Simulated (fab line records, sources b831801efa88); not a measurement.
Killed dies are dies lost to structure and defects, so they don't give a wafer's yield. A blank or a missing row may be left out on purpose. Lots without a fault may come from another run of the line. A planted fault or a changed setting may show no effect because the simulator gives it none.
Split-lot experiment | flow sfq_line | 5 lots, 23 wafers read, on a route of 325 steps

THE SPLIT
At SFQ_TRILAYER_JJ_CE_LITHO_COAT_114 (resist thk 600 nm), the setting resist_thk_nm was moved away from the recipe's 600 nm on 6 of the 23 wafers read, by -5.4% to +4.8%. The other wafers ran this setting at the recipe's value.

The reading is taken at the split's own step.

THE READING
KrF_of_TRILAYER_JJ_CE_LITHO_COAT_114.thk_nm (the simulator's own value, which no gauge read), in nm, at SFQ_TRILAYER_JJ_CE_LITHO_COAT_114 (resist thk 600 nm). The file gives no usual value for it. The 17 wafers here that ran the recipe average 600.2 nm, standard deviation 0.95 nm.

wafer  | tool, chamber at the split | resist_thk_nm as run, nm | against the recipe | KrF_of_TRILAYER_JJ_CE_LITHO_COAT_114.thk_nm, nm | against lot-mates on the recipe
L075.1 | litho_track-04, 0          | 567.8                    | -5.4%              | 567                                             | -33.1
L075.2 | litho_track-04, 0          | 567.8                    | -5.4%              | 567.1                                           | -33.0
L075.3 | litho_track-04, 0          | 600                      | recipe             | 600                                             | -
L075.4 | litho_track-04, 0          | 600                      | recipe             | 600.9                                           | -
L075.5 | litho_track-04, 0          | 600                      | recipe             | 599.4                                           | -
L076.1 | litho_track-04, 0          | 600                      | recipe             | 600.4                                           | -
L076.2 | litho_track-04, 0          | 628.6                    | +4.8%              | 627.9                                           | +28.5
L076.3 | litho_track-04, 0          | 600                      | recipe             | 599.9                                           | -
L076.4 | litho_track-04, 0          | 600                      | recipe             | 597.9                                           | -
L076.5 | litho_track-04, 0          | 628.6                    | +4.8%              | 628.7                                           | +29.3
L079.1 | litho_track-02, 0          | 600                      | recipe             | 600.3                                           | -
L079.3 | litho_track-02, 0          | 619.3                    | +3.2%              | 618.5                                           | +18.5
L079.4 | litho_track-02, 0          | 619.3                    | +3.2%              | 619.5                                           | +19.5
L079.5 | litho_track-02, 0          | 600                      | recipe             | 599                                             | -
L079.6 | litho_track-02, 0          | 600                      | recipe             | 600.6                                           | -
L082.1 | litho_track-04, 0          | 600                      | recipe             | 601.4                                           | -
L082.2 | litho_track-04, 0          | 600                      | recipe             | 600.5                                           | -
L082.4 | litho_track-04, 0          | 600                      | recipe             | 600.6                                           | -
L085.1 | litho_track-04, 0          | 600                      | recipe             | 599.7                                           | -
L085.2 | litho_track-04, 0          | 600                      | recipe             | 600.7                                           | -
L085.3 | litho_track-04, 0          | 600                      | recipe             | 602.1                                           | -
L085.4 | litho_track-04, 0          | 600                      | recipe             | 599                                             | -
L085.6 | litho_track-04, 0          | 600                      | recipe             | 600.2                                           | -

THE FIT
A straight line over all 23 wafers: KrF_of_TRILAYER_JJ_CE_LITHO_COAT_114.thk_nm changes by +6.03 nm for each +1% of resist_thk_nm; r = +1.00; the points scatter about the line by 0.93 nm.
The same after taking each lot's own level away (the mean of its wafers on the recipe; 23 wafers): +6.09 nm for each +1%; r = +1.00; scatter 0.8 nm.
On that fit, the largest move of resist_thk_nm shifts the reading by 33 nm.
The lots' own levels span 599.40 to 600.83 nm, that is 1.5 times the standard deviation above.
So the lot-to-lot level changes the slope little: the two slopes agree.
Check: with one of the wafers moved furthest among these (-5.4%) left out of the fit, the line predicts -32.6 nm for it against its lot-mates. It came out at -33.1 nm against them.

OTHER SPLITS ON THESE WAFERS
These wafers also went through other splits before the reading. Each is held against what the fit with the lots' levels taken away leaves over:
other split on the same wafers                               | wafers away from the commonest value | r with KrF_of_TRILAYER_JJ_CE_LITHO_COAT_114.thk_nm (lot level and that fit taken away)
SFQ_TRILAYER_I4_VIA_BARC_OPEN_VIA_ETCH_146 time_s            | 9                                    | +0.31
SFQ_TRILAYER_JJ_TRILAYER_DEP_SPUTTER_110 chamber_pressure_pa | 18                                   | +0.01

THE FILE'S OWN FIT
KrF_of_TRILAYER_JJ_CE_LITHO_COAT_114.thk_nm changes by +6.08 nm for each +1% of resist_thk_nm, r = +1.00.
